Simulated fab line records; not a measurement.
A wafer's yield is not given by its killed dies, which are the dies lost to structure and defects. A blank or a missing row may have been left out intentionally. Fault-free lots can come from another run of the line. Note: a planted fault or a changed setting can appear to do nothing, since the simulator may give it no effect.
Which of the tools did it? ; flow gf180mcu ; Sampling: 14 lots, 38 wafers, 5 of 602 route steps

WHAT EACH GAUGE READ, for each wafer
GF_M4_THK_MEAS_06: measures by xrf. Usual: M4_ALCU_THK typically reads 453 nm, with standard deviation 6.2.
lot;measured;on;M4_ALCU_THK (nm);flag
L870;day 22 16:59;film-metro-04;441 444 449;
L871;day 23 07:12;film-metro-01;458 460 459;
L872;day 23 15:53;film-metro-02;458 458 456;
L873;day 23 19:11;film-metro-04;452 451 453;
L874;day 24 08:27;film-metro-02;441 455 456;
L876;day 24 21:57;film-metro-01;447 450 452;
L878;day 25 20:52;film-metro-04;457;
L880;day 26 13:19;film-metro-02;448 443 447;
L881;day 26 18:24;film-metro-01;465;
L882;day 26 21:46;film-metro-04;456 460 450;
L884;day 27 11:47;film-metro-04;444 451 454;
L886;day 28 07:41;film-metro-04;455 447 454;
L887;day 28 11:04;film-metro-01;449 450 452;
L891;day 29 10:37;film-metro-01;452 454 453;

GF_MIM_THK_MEAS_11: measures by xrf. Usual: MIM_ALCU_THK typically reads 203 nm, with standard deviation 3.1.
lot;measured;on;MIM_ALCU_THK (nm);flag
L870;day 24 18:07;film-metro-01;203 206 207;
L871;day 25 05:52;film-metro-04;203 203 207;
L872;day 25 15:04;film-metro-04;201 202 201;
L873;day 25 18:09;film-metro-03;204 208 205;
L874;day 26 06:37;film-metro-03;203 202 201;
L876;day 26 19:50;film-metro-03;201 204 202;
L878;day 27 16:37;film-metro-04;199;
L880;day 28 09:23;film-metro-01;198 200 201;
L881;day 28 12:59;film-metro-01;199;
L882;day 28 16:20;film-metro-03;201 206 201;
L884;day 29 06:38;film-metro-04;201 206 199;
L886;day 30 00:37;film-metro-01;206 198 199;
L887;day 30 04:06;film-metro-04;202 198 202;
L891;day 31 02:25;film-metro-04;203 203 203;

WHICH TOOL RAN EACH LOT (tool, then ch and the chambers of the sampled wafers, then the start)
lot;GF_V4_CMP_04;GF_V4_ETCH_17;GF_MIM_SPUTTER_02
L870;cmp-02 ch 0,2,3, day 23 17:11;rie-diel-03 ch 0,2, day 24 17:41 or earlier;pvd-sputter-01, day 24 17:41
L871;cmp-02 ch 1,3, day 24 06:11;rie-diel-03 ch 1,2,3, day 25 05:28 or earlier;pvd-sputter-02, day 25 05:28
L872;cmp-01 ch 0,3, day 24 14:59;rie-diel-03 ch 0,3, day 25 14:40 or earlier;pvd-sputter-02, day 25 14:40
L873;cmp-01 ch 0,1,3, day 24 18:05;rie-diel-03 ch 1,2,3, day 25 17:44 or earlier;pvd-sputter-04, day 25 17:44
L874;cmp-01 ch 0,1,2, day 25 07:21;rie-diel-01 ch 1,2, day 26 06:11 or earlier;pvd-sputter-04, day 26 06:11
L876;cmp-02 ch 0,1, day 25 20:33;rie-diel-03 ch 0,1,2, day 26 19:25 or earlier;pvd-sputter-01, day 26 19:25
L878;cmp-02 ch 1, day 26 18:22;rie-diel-02 ch 1, day 27 16:13 or earlier;pvd-sputter-04, day 27 16:13
L880;cmp-02 ch 1,3, day 27 10:40;rie-diel-02 ch 0,3, day 28 08:59 or earlier;pvd-sputter-04, day 28 08:59
L881;cmp-02 ch 1, day 27 14:54;rie-diel-03 ch 2, day 28 12:26 or earlier;pvd-sputter-01, day 28 12:26
L882;cmp-01 ch 1,2,3, day 27 18:50;rie-diel-01 ch 0,1,3, day 28 15:55 or earlier;pvd-sputter-04, day 28 15:55
L884;cmp-01 ch 0,3, day 28 08:51;rie-diel-01 ch 0,2,3, day 29 06:12 or earlier;pvd-sputter-02, day 29 06:12
L886;cmp-01 ch 1,2, day 29 03:23;rie-diel-03 ch 1,2,3, day 30 00:13 or earlier;pvd-sputter-02, day 30 00:13
L887;cmp-01 ch 0,1,2, day 29 06:43;rie-diel-02 ch 0,3, day 30 03:41 or earlier;pvd-sputter-02, day 30 03:41
L891;cmp-01 ch 0,3, day 30 05:50;rie-diel-02 ch 0,1,2, day 31 01:59 or earlier;pvd-sputter-04, day 31 01:59
- GF_V4_CMP_04: polishes SiO2.
- GF_V4_ETCH_17: etches SiO2 in C4F8/O2/Ar, stops on TiN, target depth 630 nm.
- GF_MIM_SPUTTER_02: material AlCu, target thk 450 nm, time 23.9 s.

AS READ BY THE TOOLS THEMSELVES (means over the sampled wafers that have a number; for cases with no such wafer, the mark the record gives instead)
GF_V4_CMP_04. Usual: edge-zone-pressure-frac 1.000, standard deviation 0.0063; motor-current-A 12.2 A, standard deviation 0.88; retaining-ring-pressure-frac 1.000, standard deviation 0.0053; time-to-endpoint-s 82 s, standard deviation 5.5.
lot;tool;edge-zone-pressure-frac;motor-current-A (A);retaining-ring-pressure-frac;time-to-endpoint-s (s);flag
L870;cmp-02;0.992;12.1;0.998;82;
L871;cmp-02;0.992;12.3;0.993;76;
L872;cmp-01;0.998;12.5;1.002;84;
L873;cmp-01;1.001;12.3;1.003;82;
L874;cmp-01;1.008;12.1;1.003;87;
L876;cmp-02;1.009;13.1;0.998;86;
L878;cmp-02;1.006;12.2;0.997;27;OFF
L880;cmp-02;1.000;12.2;1.003;44;OFF
L881;cmp-02;0.999;12.7;1.005;26;OFF
L882;cmp-01;1.002;12.1;0.999;77;
L884;cmp-01;0.998;12.8;0.999;78;
L886;cmp-01;0.999;12.1;1.002;86;
L887;cmp-01;1.001;12.1;1.001;79;
L891;cmp-01;1.000;12.4;1.003;77;

GF_V4_ETCH_17. Usual: oes-product-au 0.857 a.u., standard deviation 0.0048.
lot;tool;oes-product-au (a.u.);flag
L870;rie-diel-03;0.857;
L871;rie-diel-03;0.855;
L872;rie-diel-03;0.859;
L873;rie-diel-03;0.856;
L874;rie-diel-01;0.859;
L876;rie-diel-03;0.857;
L878;rie-diel-02;0.968;OFF
L880;rie-diel-02;0.936;OFF
L881;rie-diel-03;0.975;OFF
L882;rie-diel-01;0.855;
L884;rie-diel-01;0.852;
L886;rie-diel-03;0.857;
L887;rie-diel-02;0.858;
L891;rie-diel-02;0.857;

GF_MIM_SPUTTER_02. Usual: throttle-valve-pct 30.2 %, standard deviation 0.94.
lot;tool;throttle-valve-pct (%);flag
L870;pvd-sputter-01;30.9;
L871;pvd-sputter-02;30.8;
L872;pvd-sputter-02;30.8;
L873;pvd-sputter-04;30.1;
L874;pvd-sputter-04;30.3;
L876;pvd-sputter-01;30.2;
L878;pvd-sputter-04;29.6;
L880;pvd-sputter-04;30.0;
L881;pvd-sputter-01;30.4;
L882;pvd-sputter-04;30.1;
L884;pvd-sputter-02;29.9;
L886;pvd-sputter-02;31.5;
L887;pvd-sputter-02;30.7;
L891;pvd-sputter-04;29.8;

THE ANSWER, worked out from the rows above alone
Rule: take the mean of a lot's wafers that have a number; if it is more than 3 standard deviations from the usual mean, the lot is off. A lot without any number at a reading at which 4 lots or more have one is off too. The other lots that the step has rows for count as sound. After the gauges, taken in route order, come the tools' own readings; for these a lot's mean is taken, as printed above. The first step at which some lot is off is used, and at that step the reading that is off furthest; a lot without a number counts as furthest.
Off: L878, L880, L881, at GF_V4_CMP_04 (time-to-endpoint-s).
If a tool, at that step or one of the process steps before it, ran each lot that is off and ran no sound lot following the first of them, it fits. One fits: cmp-02 at GF_V4_CMP_04. A fault onset in the window from L876 (day 25 20:33, its last sound lot) to L878 (day 26 18:22, its first lot off) fits.
On the lots that are off, the tool's own readings at GF_V4_CMP_04 differ by more than 5 times the standard deviation of the sound lots' means, which bears it out; time-to-endpoint-s reads 32 s there versus 81 s on the sound lots.

WHAT THE SIMULATOR PUT IN
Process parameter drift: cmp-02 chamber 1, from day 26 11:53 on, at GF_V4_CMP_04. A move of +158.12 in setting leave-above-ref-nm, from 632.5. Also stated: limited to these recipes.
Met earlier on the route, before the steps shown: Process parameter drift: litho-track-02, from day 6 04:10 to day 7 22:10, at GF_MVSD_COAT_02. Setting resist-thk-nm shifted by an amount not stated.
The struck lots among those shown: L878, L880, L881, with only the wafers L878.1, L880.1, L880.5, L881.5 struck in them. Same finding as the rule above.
